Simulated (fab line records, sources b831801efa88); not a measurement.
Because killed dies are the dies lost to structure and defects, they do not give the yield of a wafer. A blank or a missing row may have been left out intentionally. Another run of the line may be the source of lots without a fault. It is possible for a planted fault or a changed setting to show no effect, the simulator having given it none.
Split-lot study :: flow sky130 :: 5 lots, 23 wafers read, on a route of 708 steps

## THE SPLIT ITSELF
At SKY_VIA2_HDPCVD_00 (deposits SiO2, target thk 1180 nm, time 196.7 s), the setting timeS was moved away from the recipe's 196.7 s on 10 of the 23 wafers read, by -12.7% to +12.8%. All remaining wafers had this setting at the recipe value.

The file shows no step between the split and the reading.

## THE READING
At SKY_VIA2_THK_MEAS_01: VIA2_HDPCVD_THK, given in nm. A value of 1179 nm with a standard deviation of 17 nm is what fault-free wafers of this fab line usually give.

wafer: L076.1
tool, chamber at the split: hdpcvd-01, 2
timeS as run, s: 196.7
against the recipe: recipe
VIA2_HDPCVD_THK, nm: 1197
against lot-mates on the recipe: -

wafer: L076.2
tool, chamber at the split: hdpcvd-01, 1
timeS as run, s: 212.2
against the recipe: +7.9%
VIA2_HDPCVD_THK, nm: 1282
against lot-mates on the recipe: +93

wafer: L076.3
tool, chamber at the split: hdpcvd-01, 0
timeS as run, s: 212.2
against the recipe: +7.9%
VIA2_HDPCVD_THK, nm: 1268
against lot-mates on the recipe: +79

wafer: L076.5
tool, chamber at the split: hdpcvd-01, 0
timeS as run, s: 212.2
against the recipe: +7.9%
VIA2_HDPCVD_THK, nm: 1253
against lot-mates on the recipe: +64

wafer: L076.6
tool, chamber at the split: hdpcvd-01, 1
timeS as run, s: 196.7
against the recipe: recipe
VIA2_HDPCVD_THK, nm: 1181
against lot-mates on the recipe: -

wafer: L080.1
tool, chamber at the split: hdpcvd-02, 1
timeS as run, s: 180.6
against the recipe: -8.2%
VIA2_HDPCVD_THK, nm: 1080
against lot-mates on the recipe: -102

wafer: L080.3
tool, chamber at the split: hdpcvd-02, 0
timeS as run, s: 196.7
against the recipe: recipe
VIA2_HDPCVD_THK, nm: 1188
against lot-mates on the recipe: -

wafer: L080.4
tool, chamber at the split: hdpcvd-02, 2
timeS as run, s: 180.6
against the recipe: -8.2%
VIA2_HDPCVD_THK, nm: 1043
against lot-mates on the recipe: -139

wafer: L080.5
tool, chamber at the split: hdpcvd-02, 1
timeS as run, s: 196.7
against the recipe: recipe
VIA2_HDPCVD_THK, nm: 1183
against lot-mates on the recipe: -

wafer: L080.6
tool, chamber at the split: hdpcvd-02, 0
timeS as run, s: 196.7
against the recipe: recipe
VIA2_HDPCVD_THK, nm: 1176
against lot-mates on the recipe: -

wafer: L082.1
tool, chamber at the split: hdpcvd-02, 0
timeS as run, s: 196.7
against the recipe: recipe
VIA2_HDPCVD_THK, nm: 1176
against lot-mates on the recipe: -

wafer: L082.2
tool, chamber at the split: hdpcvd-02, 2
timeS as run, s: 221.8
against the recipe: +12.8%
VIA2_HDPCVD_THK, nm: 1296
against lot-mates on the recipe: +108

wafer: L082.3
tool, chamber at the split: hdpcvd-02, 1
timeS as run, s: 196.7
against the recipe: recipe
VIA2_HDPCVD_THK, nm: 1194
against lot-mates on the recipe: -

wafer: L082.5
tool, chamber at the split: hdpcvd-02, 1
timeS as run, s: 196.7
against the recipe: recipe
VIA2_HDPCVD_THK, nm: 1193
against lot-mates on the recipe: -

wafer: L082.6
tool, chamber at the split: hdpcvd-02, 2
timeS as run, s: 221.8
against the recipe: +12.8%
VIA2_HDPCVD_THK, nm: 1310
against lot-mates on the recipe: +122

wafer: L083.4
tool, chamber at the split: hdpcvd-01, 1
timeS as run, s: 196.7
against the recipe: recipe
VIA2_HDPCVD_THK, nm: 1177
against lot-mates on the recipe: -

wafer: L083.5
tool, chamber at the split: hdpcvd-01, 2
timeS as run, s: 196.7
against the recipe: recipe
VIA2_HDPCVD_THK, nm: 1204
against lot-mates on the recipe: -

wafer: L083.6
tool, chamber at the split: hdpcvd-01, 0
timeS as run, s: 196.7
against the recipe: recipe
VIA2_HDPCVD_THK, nm: 1174
against lot-mates on the recipe: -

wafer: L085.2
tool, chamber at the split: hdpcvd-02, 2
timeS as run, s: 171.8
against the recipe: -12.7%
VIA2_HDPCVD_THK, nm: 1015
against lot-mates on the recipe: -182

wafer: L085.3
tool, chamber at the split: hdpcvd-02, 0
timeS as run, s: 196.7
against the recipe: recipe
VIA2_HDPCVD_THK, nm: 1179
against lot-mates on the recipe: -

wafer: L085.4
tool, chamber at the split: hdpcvd-02, 1
timeS as run, s: 196.7
against the recipe: recipe
VIA2_HDPCVD_THK, nm: 1215
against lot-mates on the recipe: -

wafer: L085.5
tool, chamber at the split: hdpcvd-02, 0
timeS as run, s: 171.8
against the recipe: -12.7%
VIA2_HDPCVD_THK, nm: 1024
against lot-mates on the recipe: -173

wafer: L085.6
tool, chamber at the split: hdpcvd-02, 2
timeS as run, s: 171.8
against the recipe: -12.7%
VIA2_HDPCVD_THK, nm: 1016
against lot-mates on the recipe: -181

THE FIT
A straight line over all 23 wafers: VIA2_HDPCVD_THK changes by +11.8 nm for each +1% of timeS; r = +0.98; the points scatter about the line by 18 nm.
The same after taking each lot's own level away (the mean of its wafers on the recipe; 23 wafers): +12 nm for each +1%; r = +0.98; scatter 18 nm.
Per that fit: largest timeS move, reading shift of 1.5e+02 nm.
Across the lots, their own levels run from 1182.3 to 1197.0 nm, a range of 0.9 times the standard deviation given above.
The two slopes agree, so the slope changes little with the lot-to-lot level.
Check: with one of the wafers moved furthest among these (+12.8%) left out of the fit, the line predicts +150 nm for it against its lot-mates. Against them it came out at +108 nm.

## THE WHOLE CHAIN: every reading that the file lists as answering this split, in the file's order
step: SKY_VIA2_HDPCVD_00
what it does: deposits SiO2, target thk 1180 nm, time 196.7 s
reading: SiO2_of_VIA2_HDPCVD_00.thkNm (the simulator's own value, which no gauge read)
change (the file's fit): +11.8 nm for each +1% of the setting
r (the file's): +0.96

step: SKY_VIA2_THK_MEAS_01
what it does: 
reading: VIA2_HDPCVD_THK
change (the file's fit): +11.8 for each +1% of the setting
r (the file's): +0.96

## FILE'S OWN FIT
VIA2_HDPCVD_THK changes by +11.8 nm for each +1% of timeS, r = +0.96.
